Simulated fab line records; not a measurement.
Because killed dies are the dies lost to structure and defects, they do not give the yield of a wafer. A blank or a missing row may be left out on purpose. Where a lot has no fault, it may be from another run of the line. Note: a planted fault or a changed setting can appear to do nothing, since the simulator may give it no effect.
Matching of chambers / flow sky130 / SKY_VIA3_CMP_02 on cmp-01: 4 sister chambers
The step polishes SiO2. 8 wafers are shown with their chamber, then 9 later ones without.

## EACH WAFER AND ITS CHAMBER
wafer=L087.3; chamber=1; motor_current_A (A)=10.2; platen_rpm (rpm)=60.00
wafer=L087.5; chamber=0; motor_current_A (A)=11.5; platen_rpm (rpm)=60.02
wafer=L091.2; chamber=3; motor_current_A (A)=11.9; platen_rpm (rpm)=60.06
wafer=L091.3; chamber=0; motor_current_A (A)=12.2; platen_rpm (rpm)=59.98
wafer=L091.4; chamber=2; motor_current_A (A)=14.2; platen_rpm (rpm)=59.97
wafer=L093.3; chamber=3; motor_current_A (A)=11.4; platen_rpm (rpm)=60.01
wafer=L093.4; chamber=1; motor_current_A (A)=10.8; platen_rpm (rpm)=60.05
wafer=L093.5; chamber=2; motor_current_A (A)=14.5; platen_rpm (rpm)=59.99

## WAFERS MISSING THEIR CHAMBER
wafer=L095.2; motor_current_A (A)=10.6; platen_rpm (rpm)=59.93
wafer=L095.5; motor_current_A (A)=10.5; platen_rpm (rpm)=60.00
wafer=L095.6; motor_current_A (A)=11.3; platen_rpm (rpm)=59.93
wafer=L096.1; motor_current_A (A)=11.4; platen_rpm (rpm)=59.99
wafer=L096.3; motor_current_A (A)=11.4; platen_rpm (rpm)=59.99
wafer=L096.5; motor_current_A (A)=10.5; platen_rpm (rpm)=60.05
wafer=L097.1; motor_current_A (A)=11.9; platen_rpm (rpm)=60.03
wafer=L097.2; motor_current_A (A)=14.6; platen_rpm (rpm)=59.98
wafer=L097.4; motor_current_A (A)=11.2; platen_rpm (rpm)=59.98

## WHICH CHAMBER EACH ONE RAN IN
wafer=L095.2; from the rows above=can't be placed: 1 or 0 or 3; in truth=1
wafer=L095.5; from the rows above=1; in truth=1
wafer=L095.6; from the rows above=can't be placed: 0 or 3 or 1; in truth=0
wafer=L096.1; from the rows above=can't be placed: 0 or 3 or 1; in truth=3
wafer=L096.3; from the rows above=can't be placed: 0 or 3 or 1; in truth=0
wafer=L096.5; from the rows above=1; in truth=1
wafer=L097.1; from the rows above=can't be placed: 3 or 0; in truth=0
wafer=L097.2; from the rows above=2; in truth=2
wafer=L097.4; from the rows above=can't be placed: 0 or 3 or 1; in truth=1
3 of 9 placed correctly. Cannot be placed on the basis of these rows: 6; the candidates contain the true chamber in 6. Number placed wrongly: 0.
How it was worked out, from the rows above alone: a wafer's distance from a chamber is the root of the sum, over the readings, of the square of ((its reading less the chamber's mean) divided by the reading's scatter). If the next closest chamber is less than 2 further off than the closest, the wafer can't be placed; otherwise it belongs to the closest. A chamber's mean is the mean of its shown wafers. The scatter: the root of (the sum of the squares of (reading less its chamber's mean) over the shown wafers, divided by (wafers less chambers)).
